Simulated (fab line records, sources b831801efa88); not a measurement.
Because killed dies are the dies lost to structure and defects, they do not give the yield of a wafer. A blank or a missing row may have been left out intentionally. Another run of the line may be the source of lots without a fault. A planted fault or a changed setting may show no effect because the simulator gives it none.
Matching of chambers || flow sky130 || 4 sister chambers for SKY_VIA3_ETCH_14 on rieDiel-04
The step etches BARC in N2/H2, stops on SiO2, time 45.9 s, target depth 60 nm. 4 wafers are shown with their chamber, then 7 later ones without.

WAFERS, EACH WITH ITS CHAMBER
{"wafer": "L085.3", "chamber": 3, "biasW (W)": 100.0}
{"wafer": "L085.5", "chamber": 1, "biasW (W)": 99.9}
{"wafer": "L087.3", "chamber": 2, "biasW (W)": 99.6}
{"wafer": "L087.5", "chamber": 0, "biasW (W)": 99.8}

WAFERS WHOSE CHAMBER IS MISSING
{"wafer": "L087.6", "biasW (W)": 99.1}
{"wafer": "L088.2", "biasW (W)": 100.6}
{"wafer": "L088.4", "biasW (W)": 100.5}
{"wafer": "L088.5", "biasW (W)": 99.8}
{"wafer": "L095.2", "biasW (W)": 100.2}
{"wafer": "L095.5", "biasW (W)": 99.3}
{"wafer": "L095.6", "biasW (W)": 100.5}

THE CHAMBER EACH PASSED THROUGH
{"wafer": "L087.6", "from the rows above": "can't be placed: 2 or 0 or 1 or 3", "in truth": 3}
{"wafer": "L088.2", "from the rows above": "can't be placed: 3 or 1 or 0 or 2", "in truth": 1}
{"wafer": "L088.4", "from the rows above": "can't be placed: 3 or 1 or 0 or 2", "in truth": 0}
{"wafer": "L088.5", "from the rows above": "can't be placed: 0 or 1 or 2 or 3", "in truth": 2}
{"wafer": "L095.2", "from the rows above": "can't be placed: 3 or 1 or 0 or 2", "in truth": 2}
{"wafer": "L095.5", "from the rows above": "can't be placed: 2 or 0 or 1 or 3", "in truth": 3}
{"wafer": "L095.6", "from the rows above": "can't be placed: 3 or 1 or 0 or 2", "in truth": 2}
Placed correctly: 0 of 7. Not placeable from these rows: 7 (in 7, the candidates include the true chamber). Wrongly placed: 0.
How it was worked out, from the rows above alone: a wafer's distance from a chamber is the root of the sum, over the readings, of the square of ((its reading less the chamber's mean) divided by the reading's scatter). If the next closest chamber is less than 2 further off than the closest, the wafer can't be placed; otherwise it belongs to the closest. The mean given for a chamber averages the wafers shown for that chamber. The scatter (one wafer shown for each chamber): square how far every hidden wafer sits from the nearest shown wafer, average those squares and take the square root.
